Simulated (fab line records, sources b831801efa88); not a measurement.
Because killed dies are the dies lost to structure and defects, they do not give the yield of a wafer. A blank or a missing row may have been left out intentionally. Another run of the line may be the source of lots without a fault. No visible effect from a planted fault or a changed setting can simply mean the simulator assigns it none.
Which tool was responsible? :: flow sky130 :: 36 wafers from 12 lots sampled at 5 of the route's 708 steps

== WHAT THE GAUGES SHOWED, per wafer ==
The record lacks any reading of a measuring or inspecting step that a usual standard deviation could be used to judge.

== EACH LOT AND THE TOOL THAT RAN IT (in order: tool; ch and the chambers of the sampled wafers; start) ==
lot: L216
SKY_METAL2_COAT_09: lithoTrack-01 ch 0, day 34 13:42
SKY_METAL2_DESCUM_17: rieMetal-03 ch 0,1, day 35 03:11
SKY_METAL2_STRIP_20: plasmaAsher-04 ch 0,1, day 35 03:23
SKY_VIA2_CMP_02: cmp-02 ch 0,1,2, day 35 04:15
SKY_PAD_OPEN_PROBE_99: prober-02, day 45 21:01

lot: L217
SKY_METAL2_COAT_09: lithoTrack-04 ch 0, day 34 16:25
SKY_METAL2_DESCUM_17: rieMetal-02 ch 0,1, day 35 05:50
SKY_METAL2_STRIP_20: plasmaAsher-01 ch 0,1, day 35 06:02
SKY_VIA2_CMP_02: cmp-02 ch 1,2,3, day 35 06:49
SKY_PAD_OPEN_PROBE_99: prober-01, day 45 21:10

lot: L220
SKY_METAL2_COAT_09: lithoTrack-04 ch 0, day 36 04:19
SKY_METAL2_DESCUM_17: rieMetal-01 ch 0,1, day 36 18:17
SKY_METAL2_STRIP_20: plasmaAsher-04 ch 0,1, day 36 18:29
SKY_VIA2_CMP_02: cmp-02 ch 0,1, day 36 19:19
SKY_PAD_OPEN_PROBE_99: prober-01, day 47 00:24

lot: L223
SKY_METAL2_COAT_09: lithoTrack-02 ch 0, day 38 17:08
SKY_METAL2_DESCUM_17: rieMetal-03 ch 0,1, day 39 07:07
SKY_METAL2_STRIP_20: plasmaAsher-04 ch 0,1, day 39 07:18
SKY_VIA2_CMP_02: cmp-02 ch 1,3, day 39 08:16
SKY_PAD_OPEN_PROBE_99: prober-02, day 48 22:30

lot: L222
SKY_METAL2_COAT_09: lithoTrack-04 ch 0, day 38 20:52
SKY_METAL2_DESCUM_17: rieMetal-01 ch 0,1, day 39 10:40
SKY_METAL2_STRIP_20: plasmaAsher-03 ch 0,1, day 39 10:51
SKY_VIA2_CMP_02: cmp-01 ch 1,2,3, day 39 11:43
SKY_PAD_OPEN_PROBE_99: prober-01, day 49 03:37

lot: L228
SKY_METAL2_COAT_09: lithoTrack-02 ch 0, day 38 22:07
SKY_METAL2_DESCUM_17: rieMetal-02 ch 0,1, day 39 12:01
SKY_METAL2_STRIP_20: plasmaAsher-04 ch 0,1, day 39 12:12
SKY_VIA2_CMP_02: cmp-01 ch 0,1,3, day 39 13:11
SKY_PAD_OPEN_PROBE_99: prober-02, day 49 06:40

lot: L230
SKY_METAL2_COAT_09: lithoTrack-02 ch 0, day 39 00:35
SKY_METAL2_DESCUM_17: rieMetal-02 ch 0,1, day 39 13:28
SKY_METAL2_STRIP_20: plasmaAsher-01 ch 0,1, day 39 13:39
SKY_VIA2_CMP_02: cmp-02 ch 0,1,2, day 39 14:32
SKY_PAD_OPEN_PROBE_99: prober-01, day 49 08:07

lot: L233
SKY_METAL2_COAT_09: lithoTrack-02 ch 0, day 39 18:28
SKY_METAL2_DESCUM_17: rieMetal-01 ch 0, day 40 07:41
SKY_METAL2_STRIP_20: plasmaAsher-04 ch 1, day 40 07:53
SKY_VIA2_CMP_02: cmp-02 ch 0,2,3, day 40 08:53
SKY_PAD_OPEN_PROBE_99: prober-01, day 49 19:27

lot: L234
SKY_METAL2_COAT_09: lithoTrack-02 ch 0, day 40 08:26
SKY_METAL2_DESCUM_17: rieMetal-02 ch 0,1, day 40 20:01
SKY_METAL2_STRIP_20: plasmaAsher-01 ch 0,1, day 40 20:16
SKY_VIA2_CMP_02: cmp-01 ch 0,1,2, day 40 21:09
SKY_PAD_OPEN_PROBE_99: prober-02, day 50 02:54

lot: L236
SKY_METAL2_COAT_09: lithoTrack-01 ch 0, day 40 14:18
SKY_METAL2_DESCUM_17: rieMetal-02 ch 0,1, day 41 01:46
SKY_METAL2_STRIP_20: plasmaAsher-03 ch 0, day 41 02:01
SKY_VIA2_CMP_02: cmp-02 ch 1,2,3, day 41 03:19
SKY_PAD_OPEN_PROBE_99: prober-02, day 50 08:22

lot: L237
SKY_METAL2_COAT_09: lithoTrack-04 ch 0, day 42 00:58
SKY_METAL2_DESCUM_17: rieMetal-01 ch 0,1, day 42 13:58
SKY_METAL2_STRIP_20: plasmaAsher-01 ch 0, day 42 14:09
SKY_VIA2_CMP_02: cmp-02 ch 1,2, day 42 14:56
SKY_PAD_OPEN_PROBE_99: prober-02, day 51 05:44

lot: L238
SKY_METAL2_COAT_09: lithoTrack-01 ch 0, day 42 01:36
SKY_METAL2_DESCUM_17: rieMetal-03 ch 0,1, day 42 14:19
SKY_METAL2_STRIP_20: plasmaAsher-03 ch 0,1, day 42 14:30
SKY_VIA2_CMP_02: cmp-02 ch 1,2,3, day 42 15:17
SKY_PAD_OPEN_PROBE_99: prober-01, day 51 07:02
- SKY_METAL2_COAT_09: resist thk 60 nm.
- SKY_METAL2_DESCUM_17: chemistry O2, time 8 s.
- SKY_METAL2_STRIP_20: strips in O2/N2.
- SKY_VIA2_CMP_02: polishes SiO2.
- SKY_PAD_OPEN_PROBE_99

== AS READ BY THE TOOLS THEMSELVES (means over the sampled wafers that have a number; for cases with no such wafer, the mark the record gives instead) ==
SKY_METAL2_COAT_09.
lot: L216
tool: lithoTrack-01
dispensePressureKPa (kPa): 50.5
spinSpeedRpm (rpm): 3002.4

lot: L217
tool: lithoTrack-04
dispensePressureKPa (kPa): 51.1
spinSpeedRpm (rpm): 3002.3

lot: L220
tool: lithoTrack-04
dispensePressureKPa (kPa): 51.1
spinSpeedRpm (rpm): 2997.3

lot: L223
tool: lithoTrack-02
dispensePressureKPa (kPa): 48.9
spinSpeedRpm (rpm): 2999.2

lot: L222
tool: lithoTrack-04
dispensePressureKPa (kPa): 51.2
spinSpeedRpm (rpm): 3001.3

lot: L228
tool: lithoTrack-02
dispensePressureKPa (kPa): 48.9
spinSpeedRpm (rpm): 2999.2

lot: L230
tool: lithoTrack-02
dispensePressureKPa (kPa): 48.9
spinSpeedRpm (rpm): 3001.0

lot: L233
tool: lithoTrack-02
dispensePressureKPa (kPa): 48.9
spinSpeedRpm (rpm): 2950.9

lot: L234
tool: lithoTrack-02
dispensePressureKPa (kPa): 48.9
spinSpeedRpm (rpm): 2951.1

lot: L236
tool: lithoTrack-01
dispensePressureKPa (kPa): 50.5
spinSpeedRpm (rpm): 2998.8

lot: L237
tool: lithoTrack-04
dispensePressureKPa (kPa): 51.1
spinSpeedRpm (rpm): 3000.0

lot: L238
tool: lithoTrack-01
dispensePressureKPa (kPa): 50.5
spinSpeedRpm (rpm): 2999.4

SKY_METAL2_DESCUM_17.
lot: L216
tool: rieMetal-03
drypumpMotorCurrentA (A): 6.0
oesProductAu (a.u.): 1.010
tempC (C): 40.12

lot: L217
tool: rieMetal-02
drypumpMotorCurrentA (A): 6.2
oesProductAu (a.u.): 0.978
tempC (C): 40.03

lot: L220
tool: rieMetal-01
drypumpMotorCurrentA (A): 6.1
oesProductAu (a.u.): 0.994
tempC (C): 40.00

lot: L223
tool: rieMetal-03
drypumpMotorCurrentA (A): 6.0
oesProductAu (a.u.): 1.022
tempC (C): 40.03

lot: L222
tool: rieMetal-01
drypumpMotorCurrentA (A): 6.1
oesProductAu (a.u.): 0.995
tempC (C): 39.96

lot: L228
tool: rieMetal-02
drypumpMotorCurrentA (A): 5.8
oesProductAu (a.u.): 0.984
tempC (C): 40.19

lot: L230
tool: rieMetal-02
drypumpMotorCurrentA (A): 5.8
oesProductAu (a.u.): 0.978
tempC (C): 40.11

lot: L233
tool: rieMetal-01
drypumpMotorCurrentA (A): 6.8
oesProductAu (a.u.): 1.004
tempC (C): 39.98

lot: L234
tool: rieMetal-02
drypumpMotorCurrentA (A): 5.8
oesProductAu (a.u.): 0.979
tempC (C): 39.91

lot: L236
tool: rieMetal-02
drypumpMotorCurrentA (A): 6.2
oesProductAu (a.u.): 0.985
tempC (C): 39.98

lot: L237
tool: rieMetal-01
drypumpMotorCurrentA (A): 6.1
oesProductAu (a.u.): 0.995
tempC (C): 40.12

lot: L238
tool: rieMetal-03
drypumpMotorCurrentA (A): 6.0
oesProductAu (a.u.): 1.007
tempC (C): 39.91

SKY_METAL2_STRIP_20.
lot: L216
tool: plasmaAsher-04
drypumpMotorCurrentA (A): 6.1
oesProductAu (a.u.): 0.342
stripTimeToEndpointS (s): 2.66

lot: L217
tool: plasmaAsher-01
drypumpMotorCurrentA (A): 5.1
oesProductAu (a.u.): 0.349
stripTimeToEndpointS (s): 2.81

lot: L220
tool: plasmaAsher-04
drypumpMotorCurrentA (A): 6.1
oesProductAu (a.u.): 0.344
stripTimeToEndpointS (s): 2.71

lot: L223
tool: plasmaAsher-04
drypumpMotorCurrentA (A): 5.9
oesProductAu (a.u.): 0.345
stripTimeToEndpointS (s): 2.61

lot: L222
tool: plasmaAsher-03
drypumpMotorCurrentA (A): 5.4
oesProductAu (a.u.): 0.348
stripTimeToEndpointS (s): 2.71

lot: L228
tool: plasmaAsher-04
drypumpMotorCurrentA (A): 6.1
oesProductAu (a.u.): 0.351
stripTimeToEndpointS (s): 2.82

lot: L230
tool: plasmaAsher-01
drypumpMotorCurrentA (A): 5.3
oesProductAu (a.u.): 0.346
stripTimeToEndpointS (s): 2.76

lot: L233
tool: plasmaAsher-04
drypumpMotorCurrentA (A): 6.2
oesProductAu (a.u.): 0.342
stripTimeToEndpointS (s): 2.70

lot: L234
tool: plasmaAsher-01
drypumpMotorCurrentA (A): 5.2
oesProductAu (a.u.): 0.353
stripTimeToEndpointS (s): 2.82

lot: L236
tool: plasmaAsher-03
drypumpMotorCurrentA (A): 5.5
oesProductAu (a.u.): 0.346
stripTimeToEndpointS (s): 2.77

lot: L237
tool: plasmaAsher-01
drypumpMotorCurrentA (A): 5.5
oesProductAu (a.u.): 0.347
stripTimeToEndpointS (s): 2.72

lot: L238
tool: plasmaAsher-03
drypumpMotorCurrentA (A): 5.4
oesProductAu (a.u.): 0.338
stripTimeToEndpointS (s): 2.61

SKY_VIA2_CMP_02.
lot: L216
tool: cmp-02
motorCurrentA (A): 11.4
slurryFilterDpKPa (kPa): 13.56
slurryFlowMlMin: 149.9

lot: L217
tool: cmp-02
motorCurrentA (A): 11.2
slurryFilterDpKPa (kPa): 13.48
slurryFlowMlMin: 150.6

lot: L220
tool: cmp-02
motorCurrentA (A): 11.6
slurryFilterDpKPa (kPa): 13.41
slurryFlowMlMin: 150.1

lot: L223
tool: cmp-02
motorCurrentA (A): 11.1
slurryFilterDpKPa (kPa): 13.52
slurryFlowMlMin: 149.9

lot: L222
tool: cmp-01
motorCurrentA (A): 11.4
slurryFilterDpKPa (kPa): 13.60
slurryFlowMlMin: 150.0

lot: L228
tool: cmp-01
motorCurrentA (A): 12.0
slurryFilterDpKPa (kPa): 13.45
slurryFlowMlMin: 150.0

lot: L230
tool: cmp-02
motorCurrentA (A): 11.2
slurryFilterDpKPa (kPa): 13.52
slurryFlowMlMin: 150.1

lot: L233
tool: cmp-02
motorCurrentA (A): 11.5
slurryFilterDpKPa (kPa): 13.48
slurryFlowMlMin: 149.8

lot: L234
tool: cmp-01
motorCurrentA (A): 11.8
slurryFilterDpKPa (kPa): 13.43
slurryFlowMlMin: 150.4

lot: L236
tool: cmp-02
motorCurrentA (A): 11.0
slurryFilterDpKPa (kPa): 13.54
slurryFlowMlMin: 150.0

lot: L237
tool: cmp-02
motorCurrentA (A): 10.6
slurryFilterDpKPa (kPa): 13.53
slurryFlowMlMin: 150.0

lot: L238
tool: cmp-02
motorCurrentA (A): 10.9
slurryFilterDpKPa (kPa): 13.64
slurryFlowMlMin: 150.2

SKY_PAD_OPEN_PROBE_99.
lot: L216
tool: prober-02
defectLimitedYield (%): 83.2
killed_at_M0_to_M3: 39
killed_at_M4_up: 5.3
killedAtContacts: 23
killedAtFrontEnd: 16
killedAtOther: 0.3
killedDies: 83
killedOpen: 42
killedShort: 40
sort_bin_3_pad_short (%): 0.9
sort_bin_5_function (%): 10.0
sort_bin_6_memory (%): 5.9
sortNPass: 409
sortYieldPct (%): 83.2

lot: L217
tool: prober-01
defectLimitedYield (%): 81.4
killed_at_M0_to_M3: 46
killed_at_M4_up: 5.7
killedAtContacts: 21
killedAtFrontEnd: 18
killedAtOther: 0.7
killedDies: 91
killedOpen: 45
killedShort: 46
sort_bin_3_pad_short (%): 0.8
sort_bin_5_function (%): 11.3
sort_bin_6_memory (%): 6.5
sortNPass: 401
sortYieldPct (%): 81.4

lot: L220
tool: prober-01
defectLimitedYield (%): 82.7
killed_at_M0_to_M3: 44
killed_at_M4_up: 3.3
killedAtContacts: 20
killedAtFrontEnd: 17
killedAtOther: 0.7
killedDies: 85
killedOpen: 52
killedShort: 33
sort_bin_3_pad_short (%): 1.1
sort_bin_5_function (%): 9.8
sort_bin_6_memory (%): 6.3
sortNPass: 407
sortYieldPct (%): 82.7

lot: L223
tool: prober-02
defectLimitedYield (%): 82.9
killed_at_M0_to_M3: 38
killed_at_M4_up: 3.3
killedAtContacts: 26
killedAtFrontEnd: 17
killedAtOther: 0.3
killedDies: 84
killedOpen: 48
killedShort: 36
sort_bin_3_pad_short (%): 1.0
sort_bin_5_function (%): 9.8
sort_bin_6_memory (%): 6.3
sortNPass: 408
sortYieldPct (%): 82.9

lot: L222
tool: prober-01
defectLimitedYield (%): 84.0
killed_at_M0_to_M3: 43
killed_at_M4_up: 3.3
killedAtContacts: 20
killedAtFrontEnd: 12
killedAtOther: 0.0
killedDies: 79
killedOpen: 41
killedShort: 37
sort_bin_3_pad_short (%): 0.9
sort_bin_5_function (%): 9.3
sort_bin_6_memory (%): 5.8
sortNPass: 413
sortYieldPct (%): 84.0

lot: L228
tool: prober-02
defectLimitedYield (%): 85.0
killed_at_M0_to_M3: 40
killed_at_M4_up: 1.7
killedAtContacts: 19
killedAtFrontEnd: 14
killedAtOther: 0.0
killedDies: 74
killedOpen: 40
killedShort: 34
sort_bin_3_pad_short (%): 0.7
sort_bin_5_function (%): 8.6
sort_bin_6_memory (%): 5.7
sortNPass: 418
sortYieldPct (%): 85.0

lot: L230
tool: prober-01
defectLimitedYield (%): 82.9
killed_at_M0_to_M3: 37
killed_at_M4_up: 4.7
killedAtContacts: 25
killedAtFrontEnd: 17
killedAtOther: 0.7
killedDies: 84
killedOpen: 45
killedShort: 38
sort_bin_3_pad_short (%): 0.4
sort_bin_5_function (%): 10.1
sort_bin_6_memory (%): 6.6
sortNPass: 408
sortYieldPct (%): 82.9

lot: L233
tool: prober-01
defectLimitedYield (%): 84.5
killed_at_M0_to_M3: 38
killed_at_M4_up: 1.0
killedAtContacts: 23
killedAtFrontEnd: 14
killedAtOther: 0.3
killedDies: 76
killedOpen: 44
killedShort: 32
sort_bin_3_pad_short (%): 0.7
sort_bin_5_function (%): 8.8
sort_bin_6_memory (%): 6.0
sortNPass: 416
sortYieldPct (%): 84.5

lot: L234
tool: prober-02
defectLimitedYield (%): 80.3
killed_at_M0_to_M3: 55
killed_at_M4_up: 5.7
killedAtContacts: 22
killedAtFrontEnd: 14
killedAtOther: 0.0
killedDies: 97
killedOpen: 51
killedShort: 45
sort_bin_3_pad_short (%): 1.2
sort_bin_5_function (%): 11.5
sort_bin_6_memory (%): 6.9
sortNPass: 395
sortYieldPct (%): 80.3

lot: L236
tool: prober-02
defectLimitedYield (%): 82.5
killed_at_M0_to_M3: 45
killed_at_M4_up: 2.3
killedAtContacts: 22
killedAtFrontEnd: 16
killedAtOther: 0.3
killedDies: 86
killedOpen: 45
killedShort: 41
sort_bin_3_pad_short (%): 1.3
sort_bin_5_function (%): 10.4
sort_bin_6_memory (%): 5.7
sortNPass: 406
sortYieldPct (%): 82.5

lot: L237
tool: prober-02
defectLimitedYield (%): 85.0
killed_at_M0_to_M3: 40
killed_at_M4_up: 2.0
killedAtContacts: 15
killedAtFrontEnd: 16
killedAtOther: 0.5
killedDies: 74
killedOpen: 38
killedShort: 34
sort_bin_3_pad_short (%): 0.6
sort_bin_5_function (%): 8.8
sort_bin_6_memory (%): 5.6
sortNPass: 418
sortYieldPct (%): 85.0

lot: L238
tool: prober-01
defectLimitedYield (%): 80.8
killed_at_M0_to_M3: 48
killed_at_M4_up: 2.0
killedAtContacts: 25
killedAtFrontEnd: 20
killedAtOther: 0.0
killedDies: 95
killedOpen: 46
killedShort: 47
sort_bin_3_pad_short (%): 1.1
sort_bin_5_function (%): 11.1
sort_bin_6_memory (%): 7.0
sortNPass: 397
sortYieldPct (%): 80.8

== THE ANSWER, worked out from the rows above alone ==
Rule: the usual values come from the lots themselves. Put in order of their means at a reading, lots are off if they are a third of the lots or fewer, leave a main group of 4 or more, and stand apart from it by a gap of 3 or more times the standard deviation of the main group's means; of several such gaps the widest counts. The tables above print the reading to a certain number of digits; a main group whose means all agree to those digits is not used. Also off: a lot with no number at a reading for which 4 or more lots have one. Any other lot the step has rows for is counted as sound. First the gauges in route order, then the tools' own readings, where a lot's mean is used as printed above. At the first step where some lot is off, the reading lying furthest off is the one used; lots without a number count as furthest.
Off: L233, L234 (SKY_METAL2_COAT_09, spinSpeedRpm). Main group: mean 3000.1 rpm, sd 1.6.
A tool fits if, at that step or a process step before it, it ran every lot that is off, and no sound lot after the first of them. One fits: lithoTrack-02 at SKY_METAL2_COAT_09. Its last sound lot is L230 (day 39 00:35), its first lot that is off L233 (day 39 18:28): a fault that began between those two fits.
On the lots that are off, the tool's own readings at SKY_METAL2_COAT_09 differ by more than 5 times the standard deviation of the sound lots' means, which bears it out; spinSpeedRpm reads 2951.0 rpm there versus 3000.1 rpm on the sound lots.

== WHAT THE SIMULATOR HAD PUT IN ==
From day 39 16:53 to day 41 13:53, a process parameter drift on lithoTrack-02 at SKY_METAL2_COAT_09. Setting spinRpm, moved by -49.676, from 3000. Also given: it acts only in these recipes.
Struck lots among those shown: L233, L234. Same finding as the rule above.
